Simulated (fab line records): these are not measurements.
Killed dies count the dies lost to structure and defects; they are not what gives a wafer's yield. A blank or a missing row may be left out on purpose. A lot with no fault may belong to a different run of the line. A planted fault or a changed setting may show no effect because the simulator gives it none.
Which of the tools did it?	flow gf180mcu	36 wafers from 12 lots sampled at 5 of the route's 602 steps

## WHAT EACH GAUGE READ, for each wafer
GF_HV_LDD_CD_MEAS_07: the cd target is 400 nm. Usual: 399.3 nm for cd nm, sd 2.3.
lot	measured	on	cd nm (nm)	flag
L230	day 9 21:21	cd sem-01	396.4 396.2 395.3	
L231	day 10 03:37	cd sem-02	402.1 400.7 401.4	
L236	day 11 18:08	cd sem-01	398.3 398.3 400.0	
L240	day 13 13:10	cd sem-02	- - -	OFF
L242	day 13 18:19	cd sem-01	- - -	OFF
L243	day 14 00:00	cd sem-01	- - -	OFF
L244	day 14 11:01	cd sem-02	396.2 396.8 396.5	
L245	day 14 22:44	cd sem-02	398.1 398.8 399.3	
L247	day 15 10:28	cd sem-02	400.8 400.7 400.6	
L250	day 16 02:49	cd sem-02	397.9 398.1 399.4	
L252	day 16 21:16	cd sem-01	402.7 401.0 402.4	
L253	day 17 00:59	cd sem-02	400.2 397.7 398.2	

GF_HV_LDD_TW_MEAS_23. Usual: HV_LDD_2_TW gives 1066 (standard deviation 5).
lot	measured	on	HV_LDD_2_TW	flag
L230	day 10 15:07	film metro-02	1058 1063 1062	
L231	day 10 22:08	film metro-03	1071 1067 1070	
L236	day 12 13:52	film metro-03	1073 1066 1069	
L240	day 14 10:10	film metro-04	2465 2474 2477	OFF
L242	day 14 15:59	film metro-04	2459 2474 2476	OFF
L243	day 14 21:27	film metro-03	2465 2450 2466	OFF
L244	day 15 08:56	film metro-02	1057 1064 1058	
L245	day 15 21:11	film metro-03	1073 1075 1074	
L247	day 16 08:40	film metro-02	1068 1070 1071	
L250	day 17 02:01	film metro-03	1063 1063 1064	
L252	day 17 21:31	film metro-02	1067 1064 1062	
L253	day 18 01:00	film metro-03	1065 1075 1071	

GF_HV_LDD_TW_MEAS_38. Usual: HV_LDD_3_TW gives 1448 (standard deviation 7.8).
lot	measured	on	HV_LDD_3_TW	flag
L230	day 11 10:28	film metro-04	1436 1442 1441	
L231	day 11 16:45	film metro-04	1445 1448 1439	
L236	day 13 10:34	film metro-02	1438 1446 1447	
L240	day 15 07:35	film metro-02	2556 2556 2552	OFF
L242	day 15 13:52	film metro-04	2572 2568 2557	OFF
L243	day 15 19:28	film metro-03	2586 2586 2589	OFF
L244	day 16 07:31	film metro-04	1439 1446 1449	
L245	day 16 20:26	film metro-03	1460 1455 1463	
L247	day 17 07:32	film metro-03	1455 1450 1456	
L250	day 18 02:18	film metro-03	1452 1446 1456	
L252	day 18 22:04	film metro-03	1450 1449 1451	
L253	day 19 01:39	film metro-03	1449 1449 1455	

GF_PSD_OVL_MEAS_08. Usual: PSD_OVL gives -0.7 nm (standard deviation 1.5).
lot	measured	on	PSD_OVL (nm)	flag
L230	day 14 02:46	overlay-01	-2.7 0.0 -0.8	
L231	day 14 08:27	overlay-02	-0.9 -2.2 -0.3	
L236	day 16 06:27	overlay-01	0.9 0.5 2.0	
L244	day 19 08:35	overlay-01	-1.6 -0.2 0.7	
L245	day 20 00:41	overlay-01	3.7 2.0 2.8	
L247	day 20 10:32	overlay-01	0.3 -2.8 -1.1	
L250	day 21 06:07	overlay-02	-1.4 -2.3 -0.5	
L252	day 22 01:59	overlay-01	-2.3 -0.9 1.1	
L253	day 22 04:53	overlay-01	1.0 -0.5 -0.2	

## EACH LOT AND THE TOOL THAT RAN IT (in order: tool; ch and the chambers of the sampled wafers; start)
lot	GF_HV_LDD_COAT_02
L230	litho track-01 ch 0, day 9 12:49
L231	litho track-04 ch 0, day 9 18:58
L236	litho track-02 ch 0, day 11 08:23
L240	litho track-01, day 13 02:56
L242	litho track-04, day 13 07:07
L243	litho track-04, day 13 13:27
L244	litho track-04 ch 0, day 14 00:49
L245	litho track-01 ch 0, day 14 11:38
L247	litho track-01 ch 0, day 14 23:20
L250	litho track-04 ch 0, day 15 15:53
L252	litho track-01 ch 0, day 16 09:50
L253	litho track-01 ch 0, day 16 14:07
- GF_HV_LDD_COAT_02: resist thk 1000 nm.

## WHAT THE TOOLS THEMSELVES READ (means of the sampled wafers that have a number; where no wafer has one, the mark that the record gives instead)
GF_HV_LDD_COAT_02. Usual: chill plate temp C 22.97 C, standard deviation 0.1; dispense pressure kPa 50.1 kPa, standard deviation 2.8.
lot	tool	chill plate temp C (C)	dispense pressure kPa (kPa)	flag
L230	litho track-01	22.88	52.2	
L231	litho track-04	23.13	50.5	
L236	litho track-02	22.93	44.1	
L240	litho track-01	-	-	OFF
L242	litho track-04	-	-	OFF
L243	litho track-04	-	-	OFF
L244	litho track-04	23.01	50.5	
L245	litho track-01	22.94	52.2	
L247	litho track-01	23.02	52.2	
L250	litho track-04	23.03	50.5	
L252	litho track-01	22.86	52.2	
L253	litho track-01	23.04	52.2	

## THE ANSWER, worked out from the rows above alone
Rule: a lot counts as off when the mean over its wafers that have a number is more than 3 standard deviations away from the usual mean. A lot without any number at a reading at which 4 lots or more have one is off too. Any other lot the step has rows for is counted as sound. First the gauges in route order, then the tools' own readings, where a lot's mean is used as printed above. The first step at which some lot is off is used, and at that step the reading that is off furthest; a lot without a number counts as furthest.
Off at GF_HV_LDD_CD_MEAS_07 (cd nm): L240, L242, L243. Without a number there: L240, L242, L243.
If a tool, at a process step before that reading, ran all the lots that are off and no sound lot after the first of them, it fits. The gauges at GF_HV_LDD_CD_MEAS_07 aren't tried: what is off there is off at GF_HV_LDD_TW_MEAS_23 too, on other tools, and a gauge's error can't cause that. No candidate that was tried fits.

## WHAT THE SIMULATOR HAD INSERTED
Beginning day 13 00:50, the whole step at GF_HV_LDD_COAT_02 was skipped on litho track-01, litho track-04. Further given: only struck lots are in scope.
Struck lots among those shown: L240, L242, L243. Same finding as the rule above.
